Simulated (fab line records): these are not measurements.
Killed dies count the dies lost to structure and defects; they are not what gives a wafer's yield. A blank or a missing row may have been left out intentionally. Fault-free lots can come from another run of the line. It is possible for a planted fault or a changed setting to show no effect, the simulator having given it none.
fab line records + flow sky130
record
- lots=5
- wafers=15
- last_day=49
route steps=708 shown GATE_OXIDE@192 POLY_GATE@204 RES_PROTECT@206 PAD_OPEN@708
lots that met no fault: taken from a fault-free run of the same line
start_h: hours from the record's first day to the start of the lot's first wafer shown + wait_h: how many hours have passed since the lot's step before this one + " identical to the entry in the row above + L1.1+2: a single row standing in for several wafers + - either no value or no given start + * or withheld: withheld + < > ~ a bound
route shown NAME@n: names a module that has steps shown in the file, with the first one's number in the route + usual: the fault-free wafers' mean and standard deviation + same: alike in all rows + chamber/n: place in a boat + sites: per-site readings + _std_site: the standard deviation of these + _edge_site: mean of outer sites minus mean of inner sites + radius_mm: for every site, how far away it sits from the centre of the wafer + mask NAME#n: copy n + behind: the last tool/chamber to shape the wafer + hold: why the lot went on hold/how many hours it stayed there/how the hold came to an end + device: whichever transistor did not switch (one of n, p or np) + end of line: the tests these same wafers got at the end of their route + for a step that has no rows: nothing shown but its recipe + killed: at the first sort, the dies lost to defects and structure; wafer yield is something else + map: a wafer's dies, marking killed ones x, the rest . and places with no die _
set.NAME: the setting that was run; set.NAME@STEP: the one run at that earlier step + model.NAME: the simulator's own value behind a step, which no gauge read
lots seen at some steps along the route; tables by step, rows by wafer
services: from which hour (start_h, from the record's first day; less than 0 if before it) a tool's chamber was out of use, for how many hours, and why
## steps
# step SKY_GATE_OXIDE_COAT_05
# recipe
- resist=NOVOLAK
- spin_rpm=3000
- resist_thk_nm=1140
# step SKY_GATE_OXIDE_SOFTBAKE_06
# recipe
- temp_c=90
- time_s=60
- resist=NOVOLAK
# step SKY_GATE_OXIDE_EXPOSE_07
# recipe
- mask_id=LVOM
- na=0.6
- source_shape=conventional
- sigma_outer=0.6
- polarization=unpolarized
- target_cd_nm=600
- dose_mj=170
# step SKY_GATE_OXIDE_PEB_08
# recipe
- temp_c=withheld
- time_s=*
- resist=NOVOLAK
# step SKY_GATE_OXIDE_DEVELOP_09
# recipe
- resist=NOVOLAK
- developer=TMAH
- develop_time_s=60
- dev_temp_c=23
# step SKY_GATE_OXIDE_OVL_MEAS_10
# usual
- GATE_OXIDE_OVL=0.0/1.6
| lot.wafer | tool       | chamber | start_h | wait_h | GATE_OXIDE_OVL[nm] |
|-----------|------------|---------|---------|--------|--------------------|
| L922.2    | overlay-02 | -       | 322.73  | 0.1    | 1.0                |
| L922.4    | "          | -       | "       | "      | 3.0                |
| L922.6    | "          | -       | "       | "      | 2.3                |
| L928.1    | overlay-01 | -       | 370.04  | 0.1    | -1.2               |
| L928.3    | "          | -       | "       | "      | -0.4               |
| L928.4    | "          | -       | "       | "      | -0.7               |
| L937.1    | overlay-01 | -       | 445.64  | 0.1    | 0.2                |
| L937.2    | "          | -       | "       | "      | -2.7               |
| L937.4    | "          | -       | "       | "      | 0.4                |
| L939.3    | overlay-02 | -       | 456.20  | 0.1    | 0.1                |
| L939.4    | "          | -       | "       | "      | -0.4               |
| L939.5    | "          | -       | "       | "      | -1.1               |
| L941.3    | overlay-02 | -       | 475.68  | 0.1    | 0.0                |
| L941.4    | "          | -       | "       | "      | 1.0                |
| L941.6    | "          | -       | "       | "      | -0.1               |
# step SKY_GATE_OXIDE_IMPLANT_11
# recipe
- species=B
- energy_kev=10
- dose_cm2=2.6e+12
- tilt_deg=withheld
# step SKY_GATE_OXIDE_WET_ETCH_12
# recipe
- chemistry=dHF
- target_depth_nm=16.8
- dry=n2_spin
- target=SiO2
- dilution=100:1
- temp_c=25
- time_s=336
# step SKY_GATE_OXIDE_STRIP_13
# recipe
- chemistry=O2/N2
- power_w=1400
- pressure_mtorr=1500
- platen_temp_c=withheld
- o2_flow_sccm=3000
- n2_flow_sccm=300
- overash_fraction=0.5
# usual
- drypump_motor_current_A=5.88/0.24
- n2_flow_sccm=300.0/0.87
- oes_product_au=0.715/0.005
- strip_time_to_endpoint_s=14.17/0.036
| lot.wafer | tool            | chamber | start_h | wait_h | drypump_motor_current_A | n2_flow_sccm | oes_product_au | rf_hours_counter_h | strip_time_to_endpoint_s |
|-----------|-----------------|---------|---------|--------|-------------------------|--------------|----------------|--------------------|--------------------------|
| L922.2    | plasma_asher-04 | 1       | 323.02  | 0.0    | 5.86                    | 300.7        | 0.717          | 19                 | 14.28                    |
| L922.4    | "               | 0       | "       | "      | 5.70                    | 300.4        | 0.711          | -                  | 14.21                    |
| L922.6    | "               | 1       | "       | "      | 5.87                    | 300.4        | 0.717          | -                  | 14.19                    |
| L928.1    | plasma_asher-04 | 1       | 370.33  | 0.0    | 5.87                    | 300.7        | 0.718          | 24                 | 14.13                    |
| L928.3    | "               | 0       | "       | "      | 5.70                    | 299.4        | 0.717          | -                  | 14.20                    |
| L928.4    | "               | 1       | "       | "      | 5.83                    | 300.3        | 0.708          | -                  | 14.15                    |
| L937.1    | plasma_asher-04 | 0       | 445.93  | 0.0    | 5.69                    | 299.4        | 0.716          | 32                 | 14.14                    |
| L937.2    | "               | 1       | "       | "      | 5.86                    | 300.9        | 0.720          | 32                 | 14.16                    |
| L937.4    | "               | 0       | "       | "      | 5.69                    | 300.3        | 0.718          | -                  | 14.18                    |
| L939.3    | plasma_asher-03 | 1       | 456.51  | 0.0    | 6.22                    | 300.0        | 0.716          | -                  | 14.19                    |
| L939.4    | "               | 0       | "       | "      | 5.95                    | 299.3        | 0.714          | -                  | 14.12                    |
| L939.5    | "               | 0       | "       | "      | 5.97                    | 299.3        | 0.714          | -                  | 14.15                    |
| L941.3    | plasma_asher-03 | 1       | 475.99  | 0.0    | 6.20                    | 301.6        | 0.716          | -                  | 14.20                    |
| L941.4    | "               | 0       | "       | "      | 5.96                    | 300.1        | 0.718          | -                  | 14.17                    |
| L941.6    | "               | 0       | "       | "      | 5.98                    | 300.1        | 0.714          | -                  | 14.15                    |
# step SKY_GATE_OXIDE_TW_MEAS_14
# usual
- GATE_OXIDE_TW=224.5/1.4
| lot.wafer | tool          | chamber | start_h | wait_h | GATE_OXIDE_TW |
|-----------|---------------|---------|---------|--------|---------------|
| L922.2    | film_metro-04 | -       | 323.13  | 0.1    | 222.3         |
| L922.4    | "             | -       | "       | "      | 223.4         |
| L922.6    | "             | -       | "       | "      | 223.9         |
| L928.1    | film_metro-02 | -       | 370.43  | 0.1    | 225.4         |
| L928.3    | "             | -       | "       | "      | 226.0         |
| L928.4    | "             | -       | "       | "      | 226.4         |
| L937.1    | film_metro-02 | -       | 446.03  | 0.1    | 224.1         |
| L937.2    | "             | -       | "       | "      | 223.2         |
| L937.4    | "             | -       | "       | "      | 224.1         |
| L939.3    | film_metro-02 | -       | 456.60  | 0.1    | 226.3         |
| L939.4    | "             | -       | "       | "      | 225.2         |
| L939.5    | "             | -       | "       | "      | 224.8         |
| L941.3    | film_metro-04 | -       | 476.08  | 0.1    | 223.5         |
| L941.4    | "             | -       | "       | "      | 222.9         |
| L941.6    | "             | -       | "       | "      | 223.3         |
# step SKY_GATE_OXIDE_CLEAN_15
# recipe
- chemistry=SC1/SC2
- mix=1:4:20
- temp_c=70
- time_s=150
- dry=n2_spin
# step SKY_GATE_OXIDE_OXIDATION_16
# recipe
- temp_c=800
- ambient=O2
- idle_temp_c=700
- ramp_up_c_per_min=10
- ramp_down_c_per_min=3
- stabilise_s=600
- purge_s=300
- target_thk_a=35.7
- ox_time_s=1915
# step SKY_POLY_GATE_CVD_00
# recipe
- material=poly-Si
- target_thk_nm=180
- temp_c=620
- time_s=720
- pressure_mtorr=200
# usual
- spike_tc_centre_C=621.8/1.3
- spike_tc_lower_C=619.6/1.5
- spike_tc_top_C=638.3/1.1
- spike_tc_upper_C=619.9/1.5
- susceptor_temp_C=620.00/0.27
| lot.wafer | tool     | chamber | start_h | wait_h | spike_tc_centre_C | spike_tc_lower_C | spike_tc_top_C | spike_tc_upper_C | susceptor_temp_C | model.poly-Si_of_POLY_GATE_CVD_00.thk_nm |
|-----------|----------|---------|---------|--------|-------------------|------------------|----------------|------------------|------------------|------------------------------------------|
| L922.2    | lpcvd-01 | 0       | 326.01  | 0.0    | 622.7             | 617.9            | 636.6          | 619.1            | 619.93           | 178.1                                    |
| L922.4    | "        | 0       | "       | "      | 623.4             | 621.1            | 639.5          | 619.9            | 620.39           | 178.7                                    |
| L922.6    | "        | 0       | "       | "      | 622.3             | 621.0            | 637.9          | 618.3            | 620.10           | 178.5                                    |
| L928.1    | lpcvd-01 | 0       | 372.67  | 0.0    | 623.3             | 620.9            | 638.1          | 618.3            | 619.75           | 176.5                                    |
| L928.3    | "        | 0       | "       | "      | 621.8             | 620.5            | 638.6          | 618.7            | 619.88           | 177.1                                    |
| L928.4    | "        | 0       | "       | "      | 622.3             | 619.0            | 640.3          | 619.4            | 620.10           | 175.8                                    |
| L937.1    | lpcvd-01 | 0       | 449.01  | 0.0    | 627.6             | 623.3            | 641.9          | 622.7            | 623.55           | 197.9                                    |
| L937.2    | "        | 0       | "       | "      | 626.5             | 623.3            | 641.1          | 624.0            | 623.49           | 198.2                                    |
| L937.4    | "        | 0       | "       | "      | 625.4             | 625.8            | 642.8          | 625.0            | 623.94           | 198.7                                    |
| L939.3    | lpcvd-01 | 1       | 458.37  | 0.0    | 620.5             | 615.2            | 639.7          | 621.0            | 620.08           | 179.5                                    |
| L939.4    | "        | 1       | "       | "      | 621.6             | 619.8            | 638.4          | 620.6            | 619.64           | 180.2                                    |
| L939.5    | "        | 1       | "       | "      | 621.7             | 620.8            | 639.0          | 620.7            | 619.95           | 180.5                                    |
| L941.3    | lpcvd-01 | 1       | 478.67  | 1.0    | 619.7             | 616.8            | 637.6          | 620.8            | 619.60           | 182.8                                    |
| L941.4    | "        | 1       | "       | "      | 620.6             | 618.8            | 637.3          | 620.1            | 619.70           | 183.2                                    |
| L941.6    | "        | 1       | "       | "      | 620.8             | 619.6            | 637.8          | 620.1            | 619.75           | 181.7                                    |
# step SKY_POLY_GATE_THK_MEAS_01
# recipe
- reads=poly-Si_of_POLY_GATE_CVD_00
# usual
- POLY_GATE_CVD_00_THK=179.8/2.2
| lot.wafer | tool          | chamber | start_h | wait_h | POLY_GATE_CVD_00_THK[nm] |
|-----------|---------------|---------|---------|--------|--------------------------|
| L922.2    | film_metro-01 | -       | 327.22  | 0.0    | 178.0                    |
| L922.4    | "             | -       | "       | "      | 178.7                    |
| L922.6    | "             | -       | "       | "      | 178.5                    |
| L928.1    | film_metro-04 | -       | 373.87  | 0.0    | 176.5                    |
| L928.3    | "             | -       | "       | "      | 177.1                    |
| L928.4    | "             | -       | "       | "      | 175.7                    |
| L937.1    | film_metro-03 | -       | 450.21  | 0.0    | 197.9                    |
| L937.2    | "             | -       | "       | "      | 198.3                    |
| L937.4    | "             | -       | "       | "      | 198.6                    |
| L939.3    | film_metro-03 | -       | 459.59  | 0.0    | 179.5                    |
| L939.4    | "             | -       | "       | "      | 180.3                    |
| L939.5    | "             | -       | "       | "      | 180.4                    |
| L941.3    | film_metro-01 | -       | 479.89  | 0.0    | 182.7                    |
| L941.4    | "             | -       | "       | "      | 183.2                    |
| L941.6    | "             | -       | "       | "      | 181.7                    |
# step SKY_RES_PROTECT_DEHYDRATE_00
# recipe
- temp_c=200
- time_s=60
# step SKY_RES_PROTECT_HMDS_01
# recipe
- prime_time_s=60
- prime_temp_c=120
# step SKY_RES_PROTECT_COAT_02
# recipe
- resist=NOVOLAK
- spin_rpm=3000
- resist_thk_nm=1140
# step SKY_RES_PROTECT_SOFTBAKE_03
# recipe
- temp_c=90
- time_s=60
- resist=NOVOLAK
# step SKY_RES_PROTECT_EXPOSE_04
# recipe
- mask_id=RPM
- na=0.6
- source_shape=conventional
- sigma_outer=0.6
- polarization=unpolarized
- target_cd_nm=1270
- dose_mj=131
# step SKY_RES_PROTECT_PEB_05
# recipe
- temp_c=withheld
- time_s=*
- resist=NOVOLAK
# step SKY_RES_PROTECT_DEVELOP_06
# recipe
- resist=NOVOLAK
- developer=TMAH
- develop_time_s=60
- dev_temp_c=23
# step SKY_POLY_GATE_IMPLANT_02
# recipe
- species=P
- energy_kev=30
- dose_cm2=7.7e+15
- tilt_deg=0
# step SKY_RES_PROTECT_STRIP_07
# recipe
- chemistry=O2/N2
- power_w=1400
- pressure_mtorr=1500
- platen_temp_c=withheld
- o2_flow_sccm=3000
- n2_flow_sccm=300
- overash_fraction=0.5
# usual
- drypump_motor_current_A=5.8/0.31
- n2_flow_sccm=299.9/0.84
- oes_product_au=0.517/0.0044
- strip_time_to_endpoint_s=23.30/0.038
| lot.wafer | tool            | chamber | start_h | wait_h | drypump_motor_current_A | n2_flow_sccm | oes_product_au | rf_hours_counter_h | strip_time_to_endpoint_s |
|-----------|-----------------|---------|---------|--------|-------------------------|--------------|----------------|--------------------|--------------------------|
| L922.2    | plasma_asher-03 | 0       | 354.37  | 0.1    | 5.9                     | 301.5        | 0.516          | 54                 | 23.30                    |
| L922.4    | "               | 1       | "       | "      | 6.2                     | 300.7        | 0.511          | -                  | 23.35                    |
| L922.6    | "               | 1       | "       | "      | 6.2                     | 299.1        | 0.518          | -                  | 23.28                    |
| L928.1    | plasma_asher-03 | 0       | 402.34  | 0.1    | 6.0                     | 300.4        | 0.516          | 58                 | 23.27                    |
| L928.3    | "               | 0       | "       | "      | 6.0                     | 299.9        | 0.519          | -                  | 23.29                    |
| L928.4    | "               | 1       | "       | "      | 6.2                     | 300.3        | 0.523          | -                  | 23.30                    |
| L937.1    | plasma_asher-01 | 0       | 480.76  | 0.1    | 5.4                     | 298.9        | 0.510          | 4                  | 23.28                    |
| L937.2    | "               | 1       | "       | "      | 6.0                     | 300.3        | 0.517          | 4                  | 23.29                    |
| L937.4    | "               | 1       | "       | "      | 6.0                     | 299.9        | 0.505          | -                  | 23.30                    |
| L939.3    | plasma_asher-03 | 1       | 489.21  | 0.1    | 6.2                     | 299.3        | 0.512          | -                  | 23.33                    |
| L939.4    | "               | 0       | "       | "      | 6.0                     | 299.3        | 0.519          | -                  | 23.32                    |
| L939.5    | "               | 0       | "       | "      | 6.0                     | 299.4        | 0.512          | -                  | 23.30                    |
| L941.3    | plasma_asher-01 | 0       | 510.71  | 0.1    | 5.4                     | 300.1        | 0.519          | -                  | 23.33                    |
| L941.4    | "               | 1       | "       | "      | 6.0                     | 300.1        | 0.521          | -                  | 23.32                    |
| L941.6    | "               | 1       | "       | "      | 6.0                     | 300.1        | 0.520          | -                  | 23.32                    |
# step SKY_RES_PROTECT_TW_MEAS_08
# usual
- POLY_GATE_TW=4039/37
| lot.wafer | tool          | chamber | start_h | wait_h | POLY_GATE_TW |
|-----------|---------------|---------|---------|--------|--------------|
| L922.2    | film_metro-01 | -       | 354.48  | 0.1    | 4018         |
| L922.4    | "             | -       | "       | "      | 4007         |
| L922.6    | "             | -       | "       | "      | 4030         |
| L928.1    | film_metro-03 | -       | 402.44  | 0.1    | 4068         |
| L928.3    | "             | -       | "       | "      | 4068         |
| L928.4    | "             | -       | "       | "      | 4053         |
| L937.1    | film_metro-03 | -       | 480.86  | 0.1    | 4083         |
| L937.2    | "             | -       | "       | "      | 4074         |
| L937.4    | "             | -       | "       | "      | 4094         |
| L939.3    | film_metro-02 | -       | 489.29  | 0.1    | 4031         |
| L939.4    | "             | -       | "       | "      | 4039         |
| L939.5    | "             | -       | "       | "      | 4029         |
| L941.3    | film_metro-01 | -       | 510.79  | 0.1    | 4062         |
| L941.4    | "             | -       | "       | "      | 4056         |
| L941.6    | "             | -       | "       | "      | 4078         |
# step SKY_RES_PROTECT_CLEAN_09
# recipe
- chemistry=SC1/SC2
- mix=1:4:20
- temp_c=70
- time_s=150
- dry=n2_spin
| lot.wafer | tool         | chamber | start_h | wait_h | model.poly-Si_of_POLY_GATE_CVD_00.thk_nm |
|-----------|--------------|---------|---------|--------|------------------------------------------|
| L922.2    | wet_bench-01 | 0       | 354.53  | 0.0    | 177.5                                    |
| L922.4    | "            | 0       | "       | "      | 178.1                                    |
| L922.6    | "            | 0       | "       | "      | 177.8                                    |
| L928.1    | wet_bench-01 | 1       | 402.50  | 0.1    | 175.9                                    |
| L928.3    | "            | 1       | "       | "      | 176.4                                    |
| L928.4    | "            | 1       | "       | "      | 175.2                                    |
| L937.1    | wet_bench-01 | 2       | 480.92  | 0.1    | 197.3                                    |
| L937.2    | "            | 2       | "       | "      | 197.6                                    |
| L937.4    | "            | 2       | "       | "      | 198.1                                    |
| L939.3    | wet_bench-03 | 1       | 489.33  | 0.0    | 178.9                                    |
| L939.4    | "            | 1       | "       | "      | 179.6                                    |
| L939.5    | "            | 1       | "       | "      | 179.8                                    |
| L941.3    | wet_bench-02 | 1       | 510.83  | 0.0    | 182.2                                    |
| L941.4    | "            | 1       | "       | "      | 182.5                                    |
| L941.6    | "            | 1       | "       | "      | 181                                      |
# step SKY_POLY_GATE_CVD_03
# recipe
- material=Si3N4
- precursor=DCS/NH3
- target_thk_nm=75
- temp_c=770
- time_s=1290
- pressure_mtorr=250
# step SKY_PAD_OPEN_PROBE_99
# usual
- killed_at_M0_to_M3=44/7
- killed_at_M4_up=3.1/1.8
- killed_at_contacts=25/5.1
- killed_at_front_end=15/4.3
- killed_at_other=0.3/0.61
- killed_dies=87/9.8
- killed_on_rim=17/3.9
- killed_open=48/7
- killed_short=38/6.3
# same
- gross_dies=492
- killed_at_back_side=0
| lot.wafer | tool      | chamber | start_h | wait_h | killed_at_M0_to_M3 | killed_at_M4_up | killed_at_contacts | killed_at_front_end | killed_at_other | killed_dies | killed_on_rim | killed_open | killed_short | model.etest.res_high_po.line_ohm_um | model.etest.res_poly.line_ohm_um | model.etest.res_high_po.rs_ohm_sq | model.etest.cap_li_to_poly.c_af_um2 | model.etest.res_poly.rs_ohm_sq |
|-----------|-----------|---------|---------|--------|--------------------|-----------------|--------------------|---------------------|-----------------|-------------|---------------|-------------|--------------|-------------------------------------|----------------------------------|-----------------------------------|-------------------------------------|--------------------------------|
| L922.2    | prober-01 | -       | 1090.05 | 0.1    | 46                 | 2               | 26                 | 16                  | 0               | 90          | 12            | 55          | 35           | 752.3                               | 534.5                            | 263.4                             | 97.94                               | 48.8                           |
| L922.4    | prober-01 | -       | 1090.15 | 0.2    | 38                 | 3               | 24                 | 16                  | 1               | 82          | 13            | 46          | 36           | 742.7                               | 504.7                            | 262.2                             | 94.64                               | 48.13                          |
| L922.6    | prober-01 | -       | 1090.25 | 0.2    | 45                 | 2               | 24                 | 25                  | 0               | 96          | 25            | 44          | 52           | 760.2                               | 525.5                            | 262.8                             | 100.5                               | 48.45                          |
| L928.1    | prober-01 | -       | 1122.29 | 0.1    | 43                 | 5               | 21                 | 12                  | 0               | 81          | 21            | 41          | 40           | 786.4                               | 537.5                            | 277.2                             | 101.8                               | 50.36                          |
| L928.3    | prober-01 | -       | 1122.39 | 0.2    | 39                 | 1               | 30                 | 15                  | 0               | 85          | 20            | 44          | 40           | 762.8                               | 528.3                            | 268.1                             | 96.93                               | 49.11                          |
| L928.4    | prober-01 | -       | 1122.44 | 0.2    | 49                 | 3               | 20                 | 22                  | 0               | 94          | 23            | 44          | 50           | 758.8                               | 525.3                            | 268.8                             | 98.53                               | 49.25                          |
| L937.1    | prober-02 | -       | 1168.44 | 0.1    | 40                 | 1               | 25                 | 24                  | 1               | 91          | 20            | 51          | 40           | 684.7                               | 475.8                            | 239.7                             | 101.1                               | 43.96                          |
| L937.2    | prober-02 | -       | 1168.49 | 0.1    | 34                 | 1               | 36                 | 23                  | 0               | 94          | 19            | 59          | 35           | 686.3                               | 469.5                            | 243.7                             | 104.4                               | 44.61                          |
| L937.4    | prober-02 | -       | 1168.59 | 0.2    | 46                 | 3               | 24                 | 20                  | 0               | 93          | 18            | 60          | 33           | 692.6                               | 450.6                            | 244.6                             | 102.7                               | 44.71                          |
| L939.3    | prober-02 | -       | 1172.29 | 0.2    | 50                 | 6               | 21                 | 12                  | 0               | 89          | 23            | 48          | 41           | 727.6                               | 518.4                            | 252.9                             | 96.75                               | 47.7                           |
| L939.4    | prober-02 | -       | 1172.34 | 0.2    | 40                 | 0               | 29                 | 18                  | 0               | 87          | 20            | 47          | 40           | 732.9                               | 512.5                            | 255.8                             | 97.09                               | 47.98                          |
| L939.5    | prober-02 | -       | 1172.39 | 0.2    | 36                 | 1               | 26                 | 16                  | 0               | 79          | 18            | 53          | 26           | 731                                 | 518.2                            | 254.3                             | 98.84                               | 47.69                          |
| L941.3    | prober-02 | -       | 1186.10 | 0.2    | 45                 | 4               | 27                 | 14                  | 1               | 91          | 27            | 61          | 30           | 734.5                               | 491.2                            | 259.2                             | 97.76                               | 47.44                          |
| L941.4    | prober-02 | -       | 1186.15 | 0.2    | 41                 | 3               | 24                 | 13                  | 0               | 81          | 15            | 42          | 39           | 729.7                               | 495.3                            | 261.3                             | 100.4                               | 48.25                          |
| L941.6    | prober-02 | -       | 1186.25 | 0.2    | 39                 | 1               | 22                 | 14                  | 0               | 76          | 11            | 39          | 37           | 755.9                               | 541                              | 262.1                             | 101.3                               | 47.86                          |
# killed by level:class
L922.2 CONTACT:geometric_particle:open=11 LI_CONTACT:geometric_particle:open=10 VIA1:geometric_particle:open=10 FIELD_ISO:geometric_particle:open=5 METAL1:geometric_particle:short=5 VIA2:geometric_particle:short=5 METAL1:geometric_particle:open=4 VIA1:geometric_particle:short=4
L922.4 METAL1:geometric_particle:short=10 CONTACT:geometric_particle:open=10 LI_CONTACT:geometric_particle:open=6 VIA1:geometric_particle:open=5 FIELD_ISO:geometric_particle:open=4 VIA2:geometric_particle:open=4 VIA3:geometric_particle:open=4 POLY_GATE:geometric_particle:short=3
L922.6 VIA1:geometric_particle:open=9 FIELD_ISO:geometric_particle:short=8 METAL2:geometric_particle:short=8 FIELD_ISO:geometric_particle:open=7 CONTACT:geometric_particle:open=6 CONTACT:geometric_particle:short=6 METAL1:geometric_particle:short=6 VIA2:geometric_particle:open=6
L928.1 CONTACT:geometric_particle:open=9 VIA1:geometric_particle:short=7 VIA2:geometric_particle:open=7 LI_CONTACT:geometric_particle:open=6 METAL1:geometric_particle:short=5 METAL3:geometric_particle:short=5 VIA3:geometric_particle:open=5 VIA1:geometric_particle:open=4
L928.3 CONTACT:geometric_particle:open=10 LI_CONTACT:geometric_particle:open=8 VIA1:geometric_particle:open=8 FIELD_ISO:geometric_particle:short=7 LOCAL_INTERCONNECT:geometric_particle:short=7 VIA2:geometric_particle:open=7 VIA3:geometric_particle:open=6 METAL1:geometric_particle:short=5
L928.4 VIA3:geometric_particle:open=11 METAL2:geometric_particle:short=9 VIA2:geometric_particle:open=7 POLY_GATE:geometric_particle:short=6 POLY_GATE:geometric_particle:open=6 CONTACT:geometric_particle:open=6 LOCAL_INTERCONNECT:geometric_particle:short=5 CONTACT:geometric_particle:short=5
L937.1 VIA1:geometric_particle:open=10 CONTACT:geometric_particle:open=10 FIELD_ISO:geometric_particle:open=8 FIELD_ISO:geometric_particle:short=8 LI_CONTACT:geometric_particle:open=7 POLY_GATE:geometric_particle:short=5 VIA2:geometric_particle:short=5 METAL1:geometric_particle:short=5
L937.2 CONTACT:geometric_particle:open=13 LI_CONTACT:geometric_particle:open=10 VIA1:geometric_particle:open=8 POLY_GATE:geometric_particle:open=6 CONTACT:geometric_particle:short=6 VIA2:geometric_particle:open=6 POLY_GATE:geometric_particle:short=5 VIA3:geometric_particle:short=5
L937.4 CONTACT:geometric_particle:open=11 VIA1:geometric_particle:open=11 VIA2:geometric_particle:open=9 LI_CONTACT:geometric_particle:open=6 VIA3:geometric_particle:open=5 FIELD_ISO:geometric_particle:open=4 SPACER:geometric_particle:short=4 VIA1:geometric_particle:short=4
L939.3 VIA1:geometric_particle:open=9 CONTACT:geometric_particle:short=8 LI_CONTACT:geometric_particle:open=8 METAL1:geometric_particle:short=7 VIA3:geometric_particle:open=6 VIA2:geometric_particle:open=6 POLY_GATE:geometric_particle:short=5 METAL1:geometric_particle:open=5
L939.4 LI_CONTACT:geometric_particle:open=9 VIA1:geometric_particle:open=9 VIA3:geometric_particle:open=8 CONTACT:geometric_particle:open=7 CONTACT:geometric_particle:short=7 METAL1:geometric_particle:short=7 FIELD_ISO:geometric_particle:short=6 POLY_GATE:geometric_particle:open=4
L939.5 CONTACT:geometric_particle:open=11 VIA1:geometric_particle:open=8 VIA2:geometric_particle:open=7 LI_CONTACT:geometric_particle:open=6 POLY_GATE:geometric_particle:open=6 VIA3:geometric_particle:open=5 POLY_GATE:geometric_particle:short=4 FIELD_ISO:geometric_particle:open=3
L941.3 CONTACT:geometric_particle:open=10 VIA2:geometric_particle:open=10 VIA3:geometric_particle:open=9 LI_CONTACT:geometric_particle:open=8 VIA1:geometric_particle:open=7 METAL2:geometric_particle:short=6 POLY_GATE:geometric_particle:open=4 LOCAL_INTERCONNECT:geometric_particle:short=4
L941.4 CONTACT:geometric_particle:open=12 VIA1:geometric_particle:open=10 METAL2:geometric_particle:short=9 METAL1:geometric_particle:short=6 CONTACT:geometric_particle:short=5 FIELD_ISO:geometric_particle:short=4 POLY_GATE:geometric_particle:open=4 LI_CONTACT:geometric_particle:open=4
L941.6 VIA1:geometric_particle:open=8 CONTACT:geometric_particle:open=7 METAL2:geometric_particle:short=7 POLY_GATE:geometric_particle:short=6 LI_CONTACT:geometric_particle:open=6 VIA3:geometric_particle:open=6 METAL1:geometric_particle:short=5 CONTACT:geometric_particle:short=5
## services
| tool            | chamber | start_h | hours | kind       |
|-----------------|---------|---------|-------|------------|
| plasma_asher-03 | -       | 321.97  | 2.1   | repair     |
| wet_bench-02    | -       | 360.83  | 1.9   | pm         |
| plasma_asher-01 | -       | 421.25  | 9.0   | pm         |
| plasma_asher-01 | 0       | 421.25  | 9.0   | vent_cycle |
| plasma_asher-01 | 1       | 421.25  | 9.0   | vent_cycle |
| plasma_asher-03 | -       | 421.41  | 2.8   | pm         |
| plasma_asher-03 | -       | 427.20  | 1.9   | repair     |
| plasma_asher-01 | 0       | 430.25  | -     | clean      |
| plasma_asher-01 | 1       | 430.25  | -     | clean      |
| lpcvd-01        | -       | 436.25  | 2.5   | repair     |
## key
first_sign
- step=SKY_POLY_GATE_CVD_00
- reading=susceptor_temp_C
- direction=up
- sigmas=13
- usual=*
- struck=*
effect
- step=SKY_POLY_GATE_CVD_00
- reading=spike_tc_centre_C
- direction=up
- sigmas=3.7
- usual=621.8
- struck=626.5
effect
- step=SKY_POLY_GATE_THK_MEAS_01
- reading=POLY_GATE_CVD_00_THK
- direction=up
- sigmas=8.4
- usual=179.8
- struck=198.3
model_effect
- step=SKY_POLY_GATE_CVD_00
- value=poly-Si_of_POLY_GATE_CVD_00.thk_nm
- without=181.6
- struck=198.3
model_effect
- step=SKY_RES_PROTECT_CLEAN_09
- value=poly-Si_of_POLY_GATE_CVD_00.thk_nm
- without=181
- struck=197.7
model_effect
- step=SKY_PAD_OPEN_PROBE_99
- value=etest.res_high_po.line_ohm_um
- without=739.6
- struck=687.9
met_at SKY_POLY_GATE_CVD_00
struck_wafers L937.1,L937.2,L937.4
tester_left_out L937
onset_between 372.67 449.01
fault
- kind=process_parameter_drift
- tool=lpcvd-01
- chamber=0
- onset_h=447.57
- steps=SKY_POLY_GATE_CVD_00
- channel=temp_c
- offset=*
- shape=step
- end_h=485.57
- stated=*
# tester_left_out: of these lots the tester's yield and bins aren't shown, on N5 and GAA mostly nor the transistor test; their killed dies are dies lost to structure and defects alone, not to doping, threshold or leakage, so they don't give the yield
